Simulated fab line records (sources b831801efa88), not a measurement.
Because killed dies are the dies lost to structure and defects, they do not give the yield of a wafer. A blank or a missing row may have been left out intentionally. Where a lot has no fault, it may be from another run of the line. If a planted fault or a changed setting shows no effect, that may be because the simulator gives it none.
fab line records | flow sky130 | part 1 of 2: steps 1 to 29 of 30
[record] lots = 6 | wafers = 18 | lastDay = 50
route steps=708 shown LI_CONTACT@375 LOCAL_INTERCONNECT@387 PAD_OPEN@708
lots with no fault: from the same line, run without faults
startH: the number of hours between the record's first day and the start of the first shown wafer of the lot | waitH: hours since the lot's step before | " repeats the value in the row above | L1.1+2: several wafers, shown together as one row | - either no value or no given start | * or withheld: withheld | < > ~ a bound
route shown NAME@n: a module of which the file shows steps, and the number in the route of the first | usual: the fault-free wafers' mean and standard deviation | same: alike in all rows | chamber/n: place in a boat | sites: the reading at each site | _std_site: standard deviation of those values | _edge_site: inner sites' mean taken away from outer sites' mean | radiusMm: how far each site lies from the wafer's centre | mask NAME#n: copy n | behind: tool/chamber where the wafer was last shaped | hold: why the lot went on hold/how many hours it stayed there/how the hold came to an end | device: the n, p or np transistor that did not switch | end of line: tests run on the same wafers once the route is complete | a step with no rows: only its recipe | killed: count of dies lost to structure and defects at first sort (not the wafer's yield) | map: the dies of a wafer, with x for killed, . for not killed, _ for no die there
set.NAME: the run value of the setting; set.NAME@STEP: its run value at that earlier step | model.NAME: the simulator's own value behind a step, which no gauge read
lots at selected steps of the route; one table per step, one row per wafer
services: a tool's chamber out of use, with start hour (startH, from the record's first day; less than 0 if before it), hours out, and reason
[[steps]]
[step SKY_LI_CONTACT_OVL_MEAS_13]
[usual] LI_CONTACT_OVL = -1/5.1
lot.wafer | tool       | chamber | startH | waitH | LI_CONTACT_OVL[nm]
L604.1    | overlay-02 | -       | 691.82 | 0.1   | 5
L604.2    | "          | -       | "      | "     | -3
L604.5    | "          | -       | "      | "     | 0
L605.1    | overlay-01 | -       | 699.78 | 0.1   | -8
L605.2    | "          | -       | "      | "     | 0
L605.6    | "          | -       | "      | "     | 3
L615.3    | overlay-01 | -       | 774.50 | 0.1   | -4
L615.4    | "          | -       | "      | "     | -3
L615.6    | "          | -       | "      | "     | -3
L616.4    | overlay-01 | -       | 779.75 | 0.1   | -7
L616.5    | "          | -       | "      | "     | -2
L616.6    | "          | -       | "      | "     | -14
L620.1    | overlay-02 | -       | 827.47 | 0.1   | 1
L620.2    | "          | -       | "      | "     | 4
L620.3    | "          | -       | "      | "     | -6
L625.1    | overlay-02 | -       | 848.97 | 0.1   | 4
L625.5    | "          | -       | "      | "     | 9
L625.6    | "          | -       | "      | "     | 3
[step SKY_LI_CONTACT_ETCH_14]
[recipe] chemistry = N2/H2 | target = BARC | ionEnergyEv = 200 | sourceW = 500 | biasW = 100 | pressureMtorr = 30 | n2FlowSccm = 100 | h2FlowSccm = 200 | stopOn = SiO2 | timeS = 45.9 | targetDepthA = 600
[step SKY_LI_CONTACT_ETCH_15]
[recipe] target = PSG | chemistry = C4F8/O2/Ar | stopOn = Si | taperDeg = 4.15 | maskMaterial = KrF-thick | sourceW = 1500 | biasW = 1200 | pressureMtorr = 40 | c4f8FlowSccm = withheld | O2_flow_sccm = 6 | Ar_flow_sccm = 300 | timeS = withheld | targetDepthA = 6000
[usual] oesProductAu = 0.837/0.0041
lot.wafer | tool       | chamber | startH | waitH | oesProductAu
L604.1    | rieDiel-02 | 0       | 691.90 | 0.0   | 0.834
L604.2    | "          | 3       | "      | "     | 0.835
L604.5    | "          | 2       | "      | "     | 0.836
L605.1    | rieDiel-01 | 2       | 699.86 | 0.0   | 0.831
L605.2    | "          | 3       | "      | "     | 0.832
L605.6    | "          | 0       | "      | "     | 0.837
L615.3    | rieDiel-01 | 2       | 774.56 | 0.0   | 0.839
L615.4    | "          | 1       | "      | "     | 0.841
L615.6    | "          | 2       | "      | "     | 0.831
L616.4    | rieDiel-03 | 1       | 779.81 | 0.0   | 0.837
L616.5    | "          | 3       | "      | "     | 0.834
L616.6    | "          | 2       | "      | "     | 0.835
L620.1    | rieDiel-02 | 1       | 827.55 | 0.0   | 0.828
L620.2    | "          | 0       | "      | "     | 0.846
L620.3    | "          | 3       | "      | "     | 0.841
L625.1    | rieDiel-01 | 2       | 849.05 | 0.0   | 0.838
L625.5    | "          | 1       | "      | "     | 0.840
L625.6    | "          | 2       | "      | "     | 0.835
[step SKY_LI_CONTACT_STRIP_16]
[recipe] chemistry = O2/N2 | powerW = 1400 | pressureMtorr = 1500 | platenTempC = withheld | o2FlowSccm = 3000 | n2FlowSccm = 300 | overashFraction = 0.5
[step SKY_LI_CONTACT_CLEAN_17]
[recipe] chemistry = NMP | timeS = 600 | tempC = 60 | dry = n2Spin
[step SKY_LI_CONTACT_PRE_CLEAN_18]
[recipe] gas = Ar | timeS = 5.6 | biasV = 358
[step SKY_LI_CONTACT_SPUTTER_19]
[recipe] material = Ti | targetThkNm = 20 | chamberPressurePa = 5 | powerW = 2500 | substrateTempC = 200 | timeS = 106.37
[step SKY_LI_CONTACT_SPUTTER_20]
[recipe] material = TiN | targetThkNm = 20 | chamberPressurePa = 5 | powerW = 4000 | timeS = 80
[step SKY_LI_CONTACT_CVD_21]
[recipe] material = W | targetThkNm = 400 | timeS = 120.56 | tempC = 400 | pressureTorr = 40
[usual] heaterPowerW = 882/62
[same] timeS = 120.56
lot.wafer | tool    | chamber | startH | waitH | heaterPowerW
L604.1    | cvdW-02 | 0       | 692.42 | 0.0   | 863
L604.2    | "       | 1       | "      | "     | 950
L604.5    | "       | 0       | "      | "     | 844
L605.1    | cvdW-01 | 0       | 700.38 | 0.0   | 801
L605.2    | "       | 1       | "      | "     | 932
L605.6    | "       | 0       | "      | "     | 787
L615.3    | cvdW-02 | 0       | 775.12 | 0.1   | 881
L615.4    | "       | 1       | "      | "     | 967
L615.6    | "       | 0       | "      | "     | 870
L616.4    | cvdW-01 | 0       | 780.37 | 0.1   | 798
L616.5    | "       | 1       | "      | "     | 900
L616.6    | "       | 0       | "      | "     | 795
L620.1    | cvdW-01 | 1       | 828.07 | 0.0   | 917
L620.2    | "       | 0       | "      | "     | 784
L620.3    | "       | 1       | "      | "     | 905
L625.1    | cvdW-02 | 0       | 849.57 | 0.0   | 880
L625.5    | "       | 0       | "      | "     | 876
L625.6    | "       | 1       | "      | "     | 982
[step SKY_LI_CONTACT_RS_MEAS_22]
[recipe] thkMeasGauge = four-point-probe | reads = W_of_LI_CONTACT_CVD_21+TiN_of_LI_CONTACT_SPUTTER_20+Ti_of_LI_CONTACT_SPUTTER_19
[usual] LI_CONTACT_W_RS = 0.285/0.005
lot.wafer | tool         | chamber | startH | waitH | LI_CONTACT_W_RS[ohm/sq]
L604.1    | filmMetro-01 | -       | 692.54 | 0.1   | 0.280
L604.2    | "            | -       | "      | "     | 0.291
L604.5    | "            | -       | "      | "     | 0.280
L605.1    | filmMetro-02 | -       | 700.50 | 0.1   | 0.289
L605.2    | "            | -       | "      | "     | 0.286
L605.6    | "            | -       | "      | "     | 0.286
L615.3    | filmMetro-01 | -       | 775.24 | 0.1   | 0.278
L615.4    | "            | -       | "      | "     | 0.293
L615.6    | "            | -       | "      | "     | 0.278
L616.4    | filmMetro-04 | -       | 780.51 | 0.1   | 0.286
L616.5    | "            | -       | "      | "     | 0.286
L616.6    | "            | -       | "      | "     | 0.283
L620.1    | filmMetro-02 | -       | 828.19 | 0.1   | 0.282
L620.2    | "            | -       | "      | "     | 0.281
L620.3    | "            | -       | "      | "     | 0.282
L625.1    | filmMetro-04 | -       | 849.69 | 0.1   | 0.279
L625.5    | "            | -       | "      | "     | 0.279
L625.6    | "            | -       | "      | "     | 0.288
[step SKY_LI_CONTACT_THK_MEAS_23]
[recipe] thkMeasGauge = xrf | reads = W_of_LI_CONTACT_CVD_21
[usual] LI_CONTACT_W_THK = 404/9.3
lot.wafer | tool         | chamber | startH | waitH | LI_CONTACT_W_THK[nm]
L604.1    | filmMetro-01 | -       | 692.66 | 0.1   | 408
L604.2    | "            | -       | "      | "     | 391
L604.5    | "            | -       | "      | "     | 406
L605.1    | filmMetro-02 | -       | 700.62 | 0.1   | 403
L605.2    | "            | -       | "      | "     | 403
L605.6    | "            | -       | "      | "     | 402
L615.3    | filmMetro-01 | -       | 775.34 | 0.1   | 407
L615.4    | "            | -       | "      | "     | 384
L615.6    | "            | -       | "      | "     | 408
L616.4    | filmMetro-04 | -       | 780.60 | 0.1   | 407
L616.5    | "            | -       | "      | "     | 412
L616.6    | "            | -       | "      | "     | 412
L620.1    | filmMetro-02 | -       | 828.31 | 0.1   | 417
L620.2    | "            | -       | "      | "     | 416
L620.3    | "            | -       | "      | "     | 418
L625.1    | filmMetro-04 | -       | 849.81 | 0.1   | 417
L625.5    | "            | -       | "      | "     | 423
L625.6    | "            | -       | "      | "     | 405
[step SKY_LI_CONTACT_CMP_24]
[recipe] stopOn = PSG | tOverpolishS = 20 | downForcePsi = 3.5 | platenRpm = 60 | targetThkNm = 0 | padVelocityMS = 0.94248
[usual] motorCurrentA = 10.8/1.2 | overpolishRunS = 19.999/0.0098 | timeToEndpointS = 97/4.5
lot.wafer | tool   | chamber | startH | waitH | motorCurrentA | overpolishRunS | timeToEndpointS
L604.2    | cmp-01 | 1       | 692.77 | 0.1   | 12.4          | 20.012         | 99
L604.1    | "      | 2       | "      | "     | 11.3          | 20.007         | 106
L604.5    | "      | 0       | "      | "     | 10.7          | 19.983         | 97
L605.1    | cmp-01 | 3       | 700.68 | 0.1   | 9.3           | 19.983         | 95
L605.2    | "      | 0       | "      | "     | 10.7          | 19.996         | 93
L605.6    | "      | 3       | "      | "     | 9.4           | 19.993         | 96
L615.4    | cmp-01 | 1       | 775.48 | 0.1   | 12.0          | 20.027         | 98
L615.3    | "      | 2       | "      | "     | 11.3          | 19.994         | 103
L615.6    | "      | 3       | "      | "     | 9.3           | 20.005         | 100
L616.4    | cmp-01 | 2       | 780.63 | 0.0   | 10.5          | 20.001         | 106
L616.6    | "      | 2       | "      | "     | 11.1          | 20.001         | 105
L616.5    | "      | 3       | "      | "     | 9.5           | 20.001         | 97
L620.3    | cmp-02 | 0       | 828.37 | 0.0   | 10.5          | 19.997         | 102
L620.1    | "      | 2       | "      | "     | 10.7          | 20.007         | 104
L620.2    | "      | 3       | "      | "     | 11.9          | 19.994         | 100
L625.1    | cmp-01 | 0       | 849.87 | 0.1   | 10.6          | 20.025         | 94
L625.5    | "      | 0       | "      | "     | 10.3          | 19.984         | 91
L625.6    | "      | 1       | "      | "     | 12.9          | 19.996         | 96
[step SKY_LOCAL_INTERCONNECT_SPUTTER_00]
[recipe] material = TiN | targetThkNm = 100 | tempC = 300 | powerW = 6500 | timeS = 83.3 | chamberPressurePa = 0.4
[usual] cathodeDcPowerW = 6499.9/1.2 | throttleValvePct = 29.7/0.99
[same] timeS = 83.3
lot.wafer | tool          | chamber | startH | waitH | cathodeDcPowerW | throttleValvePct | model.TiN_of_LOCAL_INTERCONNECT_SPUTTER_00.thkNm
L604.1    | pvdSputter-03 | -       | 693.02 | 0.1   | 6500.0          | 31.2             | 100.2
L604.2    | "             | -       | "      | "     | 6500.4          | 28.1             | 99.75
L604.5    | "             | -       | "      | "     | 6499.7          | 31.2             | 100.3
L605.1    | pvdSputter-01 | -       | 700.98 | 0.2   | 6500.5          | 30.6             | 101
L605.2    | "             | -       | "      | "     | 6497.0          | 29.4             | 101.8
L605.6    | "             | -       | "      | "     | 6498.8          | 30.6             | 100.4
L615.3    | pvdSputter-01 | -       | 775.68 | 0.1   | 6739.4          | 30.5             | 106.4
L615.4    | "             | -       | "      | "     | 6739.8          | 30.1             | 105.5
L615.6    | "             | -       | "      | "     | 6740.0          | 30.3             | 105.8
L616.4    | pvdSputter-01 | -       | 780.93 | 0.2   | 6737.5          | 30.2             | 103.9
L616.5    | "             | -       | "      | "     | 6737.0          | 29.9             | 103.4
L616.6    | "             | -       | "      | "     | 6739.7          | 29.3             | 104.8
L620.1    | pvdSputter-02 | -       | 828.67 | 0.1   | 6501.7          | 30.0             | 100.8
L620.2    | "             | -       | "      | "     | 6499.7          | 28.4             | 100.5
L620.3    | "             | -       | "      | "     | 6500.8          | 28.1             | 99.28
L625.1    | pvdSputter-02 | -       | 850.17 | 0.2   | 6500.9          | 28.5             | 99.48
L625.5    | "             | -       | "      | "     | 6500.1          | 28.2             | 99.13
L625.6    | "             | -       | "      | "     | 6501.6          | 28.2             | 99.95
[step SKY_LOCAL_INTERCONNECT_RS_MEAS_01]
[recipe] thkMeasGauge = four-point-probe | reads = TiN_of_LOCAL_INTERCONNECT_SPUTTER_00
[usual] LOCAL_INTERCONNECT_TIN_RS = 14.14/0.18
lot.wafer | tool         | chamber | startH | waitH | hold                    | LOCAL_INTERCONNECT_TIN_RS[ohm/sq]
L604.1    | filmMetro-01 | -       | 693.08 | 0.0   | -                       | 14.14
L604.2    | "            | -       | "      | "     | -                       | 14.21
L604.5    | "            | -       | "      | "     | -                       | 14.13
L605.1    | filmMetro-01 | -       | 701.05 | 0.0   | -                       | 14.02
L605.2    | "            | -       | "      | "     | -                       | 13.91
L605.6    | "            | -       | "      | "     | -                       | 14.14
L615.3    | filmMetro-02 | -       | 775.79 | 0.1   | awaitDispo/0.2h/release | 13.28
L615.4    | "            | -       | "      | "     | awaitDispo/0.2h/release | 13.41
L615.6    | "            | -       | "      | "     | awaitDispo/0.2h/release | 13.35
L615.3    | filmMetro-02 | -       | 776.07 | 0.3   | -                       | 13.28
L615.4    | "            | -       | "      | "     | -                       | 13.40
L615.6    | "            | -       | "      | "     | -                       | 13.35
L616.4    | filmMetro-03 | -       | 781.06 | 0.1   | -                       | 13.59
L616.5    | "            | -       | "      | "     | -                       | 13.69
L616.6    | "            | -       | "      | "     | -                       | 13.44
L620.1    | filmMetro-02 | -       | 828.73 | 0.0   | -                       | 14.03
L620.2    | "            | -       | "      | "     | -                       | 14.09
L620.3    | "            | -       | "      | "     | -                       | 14.29
L625.1    | filmMetro-03 | -       | 850.23 | 0.0   | -                       | 14.21
L625.5    | "            | -       | "      | "     | -                       | 14.25
L625.6    | "            | -       | "      | "     | -                       | 14.15
[step SKY_LOCAL_INTERCONNECT_THK_MEAS_02]
[recipe] thkMeasGauge = xrf | reads = TiN_of_LOCAL_INTERCONNECT_SPUTTER_00
[usual] LOCAL_INTERCONNECT_TIN_THK = 100.6/1.4
lot.wafer | tool         | chamber | startH | waitH | hold                    | LOCAL_INTERCONNECT_TIN_THK[nm]
L604.1    | filmMetro-01 | -       | 693.20 | 0.1   | -                       | 101.1
L604.2    | "            | -       | "      | "     | -                       | 100.1
L604.5    | "            | -       | "      | "     | -                       | 100.8
L605.1    | filmMetro-01 | -       | 701.17 | 0.1   | -                       | 101.8
L605.2    | "            | -       | "      | "     | -                       | 102.6
L605.6    | "            | -       | "      | "     | -                       | 101.2
L615.3    | filmMetro-02 | -       | 778.11 | 2.0   | awaitDispo/0.2h/release | 107.7
L615.4    | "            | -       | "      | "     | awaitDispo/0.2h/release | 106.7
L615.6    | "            | -       | "      | "     | awaitDispo/0.2h/release | 107.4
L615.3    | filmMetro-02 | -       | 778.34 | 0.2   | -                       | 107.5
L615.4    | "            | -       | "      | "     | -                       | 106.6
L615.6    | "            | -       | "      | "     | -                       | 106.9
L616.4    | filmMetro-03 | -       | 781.15 | 0.1   | -                       | 104.2
L616.5    | "            | -       | "      | "     | -                       | 103.8
L616.6    | "            | -       | "      | "     | -                       | 105.3
L620.1    | filmMetro-02 | -       | 828.85 | 0.1   | -                       | 101.9
L620.2    | "            | -       | "      | "     | -                       | 101.5
L620.3    | "            | -       | "      | "     | -                       | 100.5
L625.1    | filmMetro-03 | -       | 850.35 | 0.1   | -                       | 99.2
L625.5    | "            | -       | "      | "     | -                       | 99.4
L625.6    | "            | -       | "      | "     | -                       | 99.9
[step SKY_LOCAL_INTERCONNECT_HMDS_04]
[recipe] primeTimeS = 60 | primeTempC = 120
[step SKY_LOCAL_INTERCONNECT_COAT_05]
[recipe] resist = BARC | tempC = withheld | timeS = withheld | spinRpm = 3000 | resistThkNm = 60
[step SKY_LOCAL_INTERCONNECT_COAT_06]
[recipe] resist = KrF-thick | spinRpm = 3000 | resistThkNm = 450
[step SKY_LOCAL_INTERCONNECT_SOFTBAKE_07]
[recipe] tempC = 100 | timeS = 90 | resist = KrF-thick
[step SKY_LOCAL_INTERCONNECT_EXPOSE_08]
[recipe] maskId = LI1M | na = 0.8 | sourceShape = annular | sigmaInner = 0.55 | sigmaOuter = 0.85 | targetCdNm = 170 | doseMj = 28
[step SKY_LOCAL_INTERCONNECT_PEB_09]
[recipe] pebTempC = withheld | pebTimeS = withheld | resist = KrF-thick
[step SKY_LOCAL_INTERCONNECT_DEVELOP_10]
[recipe] developTimeS = 60 | resist = KrF-thick | devTempC = 21
[step SKY_LOCAL_INTERCONNECT_CD_MEAS_11]
[recipe] targetCdNm = 170
[usual] cdNm = 169.8/1.5
lot.wafer | tool     | chamber | startH | waitH | cdNm
L604.1    | cdSem-01 | -       | 720.36 | -     | 168.4
L604.2    | "        | -       | "      | "     | 167.4
L604.5    | "        | -       | "      | "     | 167.4
L605.1    | cdSem-02 | -       | 728.15 | -     | 169.7
L605.2    | "        | -       | "      | "     | 169.8
L605.6    | "        | -       | "      | "     | 170.2
L615.3    | cdSem-01 | -       | 801.45 | -     | 170.3
L615.4    | "        | -       | "      | "     | 169.5
L615.6    | "        | -       | "      | "     | 169.4
L616.4    | cdSem-02 | -       | 807.13 | -     | 169.9
L616.5    | "        | -       | "      | "     | 168.8
L616.6    | "        | -       | "      | "     | 168.7
L620.1    | cdSem-01 | -       | 854.35 | -     | 169.3
L620.2    | "        | -       | "      | "     | 169.6
L620.3    | "        | -       | "      | "     | 169.2
L625.1    | cdSem-02 | -       | 876.02 | -     | 172.2
L625.5    | "        | -       | "      | "     | 173.3
L625.6    | "        | -       | "      | "     | 172.5
[step SKY_LOCAL_INTERCONNECT_OVL_MEAS_12]
[usual] LOCAL_INTERCONNECT_OVL = 2/5.8
lot.wafer | tool       | chamber | startH | waitH | LOCAL_INTERCONNECT_OVL[nm]
L604.1    | overlay-02 | -       | 720.48 | 0.1   | 2
L604.2    | "          | -       | "      | "     | 1
L604.5    | "          | -       | "      | "     | 8
L605.1    | overlay-01 | -       | 728.27 | 0.1   | -6
L605.2    | "          | -       | "      | "     | -2
L605.6    | "          | -       | "      | "     | -3
L615.3    | overlay-02 | -       | 801.55 | 0.1   | 0
L615.4    | "          | -       | "      | "     | 6
L615.6    | "          | -       | "      | "     | -2
L616.4    | overlay-01 | -       | 807.21 | 0.1   | 12
L616.5    | "          | -       | "      | "     | 10
L616.6    | "          | -       | "      | "     | 11
L620.1    | overlay-02 | -       | 854.47 | 0.1   | 11
L620.2    | "          | -       | "      | "     | 6
L620.3    | "          | -       | "      | "     | 5
L625.1    | overlay-02 | -       | 876.14 | 0.1   | -6
L625.5    | "          | -       | "      | "     | -2
L625.6    | "          | -       | "      | "     | 5
[step SKY_LOCAL_INTERCONNECT_ETCH_13]
[recipe] chemistry = N2/H2 | target = BARC | ionEnergyEv = 200 | biasW = 100 | pressureMtorr = 30 | n2FlowSccm = 100 | h2FlowSccm = 200 | icpW = 500 | stopOn = SiO2 | timeS = 45.9 | targetDepthA = 600
[usual] drypumpMotorCurrentA = 5.8/0.41 | heBacksideLeakSccm = 3.4/0.39 | oesProductAu = 0.855/0.0045 | throttleValvePct = 13.223/0.0098
[same] timeS = 45.9
lot.wafer | tool        | chamber | startH | waitH | drypumpMotorCurrentA | heBacksideLeakSccm | oesProductAu | rfHoursCounterH | throttleValvePct
L604.1    | rieMetal-04 | 1       | 720.52 | 0.0   | 5.9                  | 3.1                | 0.853        | 12              | 13.208
L604.2    | "           | 0       | "      | "     | 5.9                  | 4.0                | 0.859        | 4               | 13.245
L604.5    | "           | 0       | "      | "     | 6.0                  | 3.9                | 0.853        | -               | 13.210
L605.1    | rieMetal-04 | 0       | 728.31 | 0.0   | 6.0                  | 3.5                | 0.852        | 4               | 13.235
L605.2    | "           | 1       | "      | "     | 5.9                  | 3.1                | 0.853        | 13              | 13.217
L605.6    | "           | 0       | "      | "     | 6.0                  | 3.5                | 0.855        | -               | 13.219
L615.3    | rieMetal-01 | 1       | 801.59 | 0.0   | 6.0                  | 3.2                | 0.858        | -               | 13.237
L615.4    | "           | 0       | "      | "     | 5.2                  | 3.6                | 0.858        | -               | 13.213
L615.6    | "           | 1       | "      | "     | 6.0                  | 3.5                | 0.856        | -               | 13.210
L616.4    | rieMetal-02 | 1       | 807.25 | 0.0   | 6.0                  | 3.3                | 0.847        | -               | 13.221
L616.5    | "           | 1       | "      | "     | 6.0                  | 3.2                | 0.845        | -               | 13.238
L616.6    | "           | 0       | "      | "     | 6.3                  | 3.3                | 0.851        | -               | 13.233
L620.1    | rieMetal-02 | 0       | 854.51 | 0.0   | 6.3                  | 3.3                | 0.851        | 17              | 13.220
L620.2    | "           | 0       | "      | "     | 6.3                  | 3.3                | 0.854        | -               | 13.232
L620.3    | "           | 0       | "      | "     | 6.3                  | 3.5                | 0.850        | -               | 13.234
L625.1    | rieMetal-04 | 1       | 876.18 | 0.0   | 6.0                  | 3.0                | 0.856        | 18              | 13.217
L625.5    | "           | 1       | "      | "     | 5.9                  | 3.0                | 0.851        | -               | 13.229
L625.6    | "           | 0       | "      | "     | 5.9                  | 3.8                | 0.855        | -               | 13.211
[step SKY_LOCAL_INTERCONNECT_METAL_ETCH_14]
[recipe] targetDepthNm = 110 | stopOn = PSG | chemistry = Cl2/BCl3 | target = TiN | resistSidewallDeg = 88 | pressureMtorr = 10 | icpW = 900 | biasW = 48.5 | Cl2_flow_sccm = 60 | bcl3FlowSccm = 30 | timeS = 31.4
[usual] drypumpMotorCurrentA = 5.8/0.41 | heBacksideLeakSccm = 3.38/0.29 | oesProductAu = 0.942/0.0079 | throttleValvePct = 21.900/0.0091
[same] timeS = 31.4
lot.wafer | tool        | chamber | startH | waitH | drypumpMotorCurrentA | heBacksideLeakSccm | oesProductAu | rfHoursCounterH | throttleValvePct | model.LOCAL_INTERCONNECT.featureDepthNm | model.etch.depthNm
L604.1    | rieMetal-04 | 1       | 720.58 | 0.0   | 5.9                  | 3.04               | 0.953        | 13              | 21.901           | 100.2                                   | 100.2
L604.2    | "           | 0       | "      | "     | 6.0                  | 3.53               | 0.948        | 4               | 21.900           | 99.75                                   | 99.75
L604.5    | "           | 0       | "      | "     | 6.0                  | 4.10               | 0.946        | -               | 21.905           | 100.3                                   | 100.3
L605.1    | rieMetal-04 | 0       | 728.37 | 0.0   | 6.0                  | 3.96               | 0.951        | 4               | 21.900           | 101                                     | 101
L605.2    | "           | 1       | "      | "     | 5.9                  | 3.15               | 0.949        | 13              | 21.895           | 101.8                                   | 101.8
L605.6    | "           | 0       | "      | "     | 5.9                  | 3.83               | 0.947        | -               | 21.901           | 100.4                                   | 100.4
L615.3    | rieMetal-01 | 1       | 801.65 | 0.0   | 6.0                  | 3.43               | 0.971        | -               | 21.899           | 106.4                                   | 106.4
L615.4    | "           | 0       | "      | "     | 5.1                  | 3.35               | 0.981        | -               | 21.875           | 105.5                                   | 105.5
L615.6    | "           | 1       | "      | "     | 6.0                  | 3.31               | 0.982        | -               | 21.867           | 105.8                                   | 105.8
L616.4    | rieMetal-02 | 1       | 807.31 | 0.0   | 6.0                  | 3.37               | 0.960        | -               | 21.887           | 103.9                                   | 103.9
L616.5    | "           | 1       | "      | "     | 6.0                  | 3.30               | 0.959        | -               | 21.895           | 103.4                                   | 103.4
L616.6    | "           | 0       | "      | "     | 6.3                  | 3.51               | 0.967        | -               | 21.879           | 104.8                                   | 104.8
L620.1    | rieMetal-02 | 0       | 854.63 | 0.1   | 6.3                  | 3.21               | 0.943        | 17              | 21.895           | 100.8                                   | 100.8
L620.2    | "           | 0       | "      | "     | 6.3                  | 3.29               | 0.939        | -               | 21.911           | 100.5                                   | 100.5
L620.3    | "           | 0       | "      | "     | 6.3                  | 3.31               | 0.944        | -               | 21.912           | 99.28                                   | 99.28
L625.1    | rieMetal-04 | 1       | 876.24 | 0.0   | 6.0                  | 3.20               | 0.939        | 18              | 21.902           | 99.48                                   | 99.48
L625.5    | "           | 1       | "      | "     | 5.9                  | 3.10               | 0.936        | -               | 21.911           | 99.13                                   | 99.13
L625.6    | "           | 0       | "      | "     | 6.0                  | 3.66               | 0.944        | -               | 21.899           | 99.95                                   | 99.95
[step SKY_LOCAL_INTERCONNECT_STRIP_15]
[recipe] chemistry = O2/N2 | powerW = 1400 | pressureMtorr = 1500 | platenTempC = withheld | o2FlowSccm = 3000 | n2FlowSccm = 300 | overashFraction = 0.5
[usual] drypumpMotorCurrentA = 5.9/0.44 | oesProductAu = 0.427/0.005 | stripTimeToEndpointS = 4.723/0.02
lot.wafer | tool           | chamber | startH | waitH | drypumpMotorCurrentA | oesProductAu | rfHoursCounterH | stripTimeToEndpointS
L604.1    | plasmaAsher-02 | 0       | 720.63 | 0.0   | 5.1                  | 0.429        | 60              | 4.709
L604.2    | "              | 1       | "      | "     | 6.2                  | 0.423        | 60              | 4.737
L604.5    | "              | 1       | "      | "     | 6.2                  | 0.418        | -               | 4.722
L605.1    | plasmaAsher-02 | 0       | 728.42 | 0.0   | 5.1                  | 0.420        | 61              | 4.717
L605.2    | "              | 1       | "      | "     | 6.2                  | 0.431        | 61              | 4.704
L605.6    | "              | 0       | "      | "     | 5.1                  | 0.425        | -               | 4.705
L615.3    | plasmaAsher-03 | 0       | 801.72 | 0.1   | 6.2                  | 0.423        | -               | 4.699
L615.4    | "              | 1       | "      | "     | 6.2                  | 0.423        | -               | 4.692
L615.6    | "              | 1       | "      | "     | 6.2                  | 0.419        | -               | 4.689
L616.4    | plasmaAsher-03 | 1       | 807.38 | 0.1   | 6.1                  | 0.423        | -               | 4.708
L616.5    | "              | 1       | "      | "     | 6.2                  | 0.429        | -               | 4.717
L616.6    | "              | 0       | "      | "     | 6.2                  | 0.422        | -               | 4.707
L620.1    | plasmaAsher-03 | 1       | 854.74 | 0.1   | 6.2                  | 0.431        | 100             | 4.746
L620.2    | "              | 0       | "      | "     | 6.2                  | 0.432        | 100             | 4.745
L620.3    | "              | 0       | "      | "     | 6.2                  | 0.432        | -               | 4.751
L625.1    | plasmaAsher-03 | 1       | 876.29 | 0.0   | 6.1                  | 0.426        | 103             | 4.729
L625.5    | "              | 0       | "      | "     | 6.2                  | 0.427        | -               | 4.717
L625.6    | "              | 1       | "      | "     | 6.2                  | 0.427        | -               | 4.737
[step SKY_LOCAL_INTERCONNECT_STRIP_16]
[recipe] chemistry = postEtchResidueRemover | timeS = 1200 | tempC = 72.5
[same] timeS = 1200
lot.wafer | tool        | chamber | startH | waitH | model.TiN_of_LOCAL_INTERCONNECT_SPUTTER_00.thkNm
L604.1    | wetBench-03 | 2       | 720.73 | 0.1   | 99.78
L604.2    | "           | 2       | "      | "     | 99.32
L604.5    | "           | 2       | "      | "     | 99.88
L605.1    | wetBench-02 | 1       | 728.52 | 0.1   | 100.5
L605.2    | "           | 1       | "      | "     | 101.4
L605.6    | "           | 1       | "      | "     | 99.93
L615.3    | wetBench-04 | 3       | 801.78 | 0.0   | 106
L615.4    | "           | 3       | "      | "     | 105
L615.6    | "           | 3       | "      | "     | 105.4
L616.4    | wetBench-03 | 1       | 807.44 | 0.0   | 103.5
L616.5    | "           | 1       | "      | "     | 103
L616.6    | "           | 1       | "      | "     | 104.4
L620.1    | wetBench-02 | 0       | 854.84 | 0.1   | 100.4
L620.2    | "           | 0       | "      | "     | 100.1
L620.3    | "           | 0       | "      | "     | 98.86
L625.1    | wetBench-04 | 1       | 876.39 | 0.1   | 99.06
L625.5    | "           | 1       | "      | "     | 98.72
L625.6    | "           | 1       | "      | "     | 99.53
[step SKY_LOCAL_INTERCONNECT_CLEAN_17]
[recipe] chemistry = IPA | timeS = 180 | tempC = 25
[[key]]
[firstSign] step = SKY_LOCAL_INTERCONNECT_SPUTTER_00 | reading = cathodeDcPowerW | direction = up | sigmas = 99+ | usual = 6499.9 | struck = 6738.9
[effect] step = SKY_LOCAL_INTERCONNECT_RS_MEAS_01 | reading = visit | direction = added
[effect] step = SKY_LOCAL_INTERCONNECT_THK_MEAS_02 | reading = visit | direction = added
[effect] step = SKY_LOCAL_INTERCONNECT_METAL_ETCH_14 | reading = oesProductAu | direction = up | sigmas = 3.5 | usual = 0.942 | struck = 0.970
[modelEffect] step = SKY_LOCAL_INTERCONNECT_SPUTTER_00 | value = TiN_of_LOCAL_INTERCONNECT_SPUTTER_00.thkNm | without = 101.3 | struck = 105
[modelEffect] step = SKY_LOCAL_INTERCONNECT_METAL_ETCH_14 | value = LOCAL_INTERCONNECT.featureDepthNm | without = 101.3 | struck = 105
[modelEffect] step = SKY_LOCAL_INTERCONNECT_STRIP_16 | value = TiN_of_LOCAL_INTERCONNECT_SPUTTER_00.thkNm | without = 100.9 | struck = 104.5
[modelEffect] step = SKY_PAD_OPEN_PROBE_99 | value = etest.resLi.lineOhmUm | without = 74.66 | struck = 72.03
metAt SKY_LOCAL_INTERCONNECT_SPUTTER_00
struckWafers L615.3,L615.4,L615.6,L616.4,L616.5,L616.6
testerLeftOut L615,L616
onsetBetween 700.98 775.68
[fault] kind = processParameterDrift | tool = pvdSputter-01 | chamber = - | onsetH = 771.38 | steps = SKY_LOCAL_INTERCONNECT_SPUTTER_00 | channel = powerW | offset = * | shape = step | endH = 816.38 | actsIn = * | stated = *
// testerLeftOut: of these lots the tester's yield and bins aren't shown, on N5 and GAA mostly nor the transistor test; their killed dies are dies lost to structure and defects alone, not to doping, threshold or leakage, so they don't give the yield
